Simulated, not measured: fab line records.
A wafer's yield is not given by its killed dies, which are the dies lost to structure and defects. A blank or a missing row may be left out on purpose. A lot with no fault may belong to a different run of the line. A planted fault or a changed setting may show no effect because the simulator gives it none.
Which tool did it? | flow sky130 | Sampling: 15 lots, 44 wafers, 3 of 708 route steps

## WHAT THE GAUGES SHOWED, per wafer
SKY_VIA2_CD_MEAS_12 targets a cd of 200 nm. Usual: 199.6 nm for cd-nm, sd 1.4.
lot  | measured     | on        | cd-nm (nm)        | flag
L465 | day 36 17:00 | cd-sem-01 | 200.9 199.9 198.7 |
L467 | day 37 06:16 | cd-sem-01 | 199.5 199.8 201.0 |
L468 | day 37 09:45 | cd-sem-01 | 199.2 199.6 199.4 |
L469 | day 38 11:15 | cd-sem-02 | 199.1 198.1 199.7 |
L470 | day 38 15:17 | cd-sem-01 | 201.3 198.6 199.7 |
L471 | day 38 16:49 | cd-sem-01 | 197.8 197.2 198.6 |
L472 | day 38 21:31 | cd-sem-01 | 202.6 201.4 202.2 |
L474 | day 39 23:02 | cd-sem-01 | 200.8 200.1 200.6 |
L477 | day 40 19:06 | cd-sem-01 | 200.6 199.5       |
L480 | day 41 03:21 | cd-sem-02 | 198.5 200.2 199.5 |
L482 | day 41 20:28 | cd-sem-01 | 198.1 198.4 197.3 |
L481 | day 41 21:49 | cd-sem-01 | 199.4 198.5 198.3 |
L486 | day 43 01:59 | cd-sem-01 | 196.8 197.0 197.1 |
L485 | day 43 02:30 | cd-sem-02 | 198.0 199.0 199.6 |
L487 | day 43 05:08 | cd-sem-02 | 198.9 201.6 199.4 |

SKY_METAL3_OVL_MEAS_14. Usual: for METAL3_OVL the level is 0 nm and the standard deviation is 5.9.
lot  | measured     | on         | METAL3_OVL (nm) | flag
L465 | day 38 22:37 | overlay-02 | -7 -3 -11       |
L467 | day 39 11:08 | overlay-01 | 4 -2 6          |
L468 | day 39 13:47 | overlay-01 | 0 10 7          |
L469 | day 40 15:32 | overlay-02 | -17 -8 -3       |
L470 | day 40 20:05 | overlay-02 | -1 -1 7         |
L471 | day 40 22:07 | overlay-01 | 9 7 5           |
L472 | day 41 01:14 | overlay-02 | -5 -2 5         |
L474 | day 42 02:23 | overlay-02 | -2 -9 3         |
L477 | day 42 20:54 | overlay-01 | -6 -2           |
L480 | day 43 04:37 | overlay-01 | 4 -2 6          |
L482 | day 43 21:02 | overlay-01 | -6 -11 -7       |
L481 | day 43 23:13 | overlay-01 | 0 3 6           |
L486 | day 45 02:58 | overlay-02 | -4 4 9          |
L485 | day 45 03:19 | overlay-01 | -3 -3 -9        |
L487 | day 45 05:08 | overlay-02 | 6 3 -1          |

## EACH LOT AND THE TOOL THAT RAN IT (in order: tool; ch and the chambers of the sampled wafers; start)
lot  | SKY_VIA2_CVD_21
L465 | cvd-w-02 ch 0,1, day 36 17:55
L467 | cvd-w-01 ch 0,1, day 37 07:13
L468 | cvd-w-01 ch 0,1, day 37 10:40
L469 | cvd-w-01 ch 0,1, day 38 12:14
L470 | cvd-w-02 ch 0,1, day 38 16:13
L471 | cvd-w-02 ch 0, day 38 17:44
L472 | cvd-w-02 ch 0,1, day 38 22:26
L474 | cvd-w-02 ch 0,1, day 39 23:59
L477 | cvd-w-01 ch 0, day 40 20:01
L480 | cvd-w-02 ch 0,1, day 41 04:16
L482 | cvd-w-02 ch 0,1, day 41 21:22
L481 | cvd-w-02 ch 0,1, day 41 22:46
L486 | cvd-w-02 ch 0,1, day 43 02:55
L485 | cvd-w-01 ch 0,1, day 43 03:26
L487 | cvd-w-02 ch 0,1, day 43 06:02
- SKY_VIA2_CVD_21: deposits W, target thk 420 nm, time 126.4 s.

## AS READ BY THE TOOLS THEMSELVES (means over the sampled wafers that have a number; for cases with no such wafer, the mark the record gives instead)
SKY_VIA2_CVD_21. Usual: heater-power-outer-w 519 W, standard deviation 57; heater-power-w 842 W, standard deviation 90.
lot  | tool     | heater-power-outer-w (W) | heater-power-w (W) | flag
L465 | cvd-w-02 | 468                      | 781                |
L467 | cvd-w-01 | 586                      | 956                |
L468 | cvd-w-01 | 578                      | 943                |
L469 | cvd-w-01 | 592                      | 952                |
L470 | cvd-w-02 | 486                      | 767                |
L471 | cvd-w-02 | 521                      | 741                |
L472 | cvd-w-02 | 459                      | 777                |
L474 | cvd-w-02 | 489                      | 763                |
L477 | cvd-w-01 | 552                      | 869                |
L480 | cvd-w-02 | 466                      | 783                |
L482 | cvd-w-02 | 497                      | 763                |
L481 | cvd-w-02 | 483                      | 771                |
L486 | cvd-w-02 | 462                      | 782                |
L485 | cvd-w-01 | 572                      | 949                |
L487 | cvd-w-02 | 473                      | 778                |

## THE ANSWER, worked out from the rows above alone
Rule: lot off if the mean of its wafers having a number is beyond 3 standard deviations from the usual mean. Also off: a lot with no number at a reading for which 4 or more lots have one. All remaining lots with rows at the step are treated as sound. First the gauges in route order, then the tools' own readings, where a lot's mean is used as printed above. At the first step where some lot is off, the reading lying furthest off is the one used; lots without a number count as furthest.
Nothing can be told from this: no lot is off at any reading shown.

## WHAT THE SIMULATOR HAD INSERTED
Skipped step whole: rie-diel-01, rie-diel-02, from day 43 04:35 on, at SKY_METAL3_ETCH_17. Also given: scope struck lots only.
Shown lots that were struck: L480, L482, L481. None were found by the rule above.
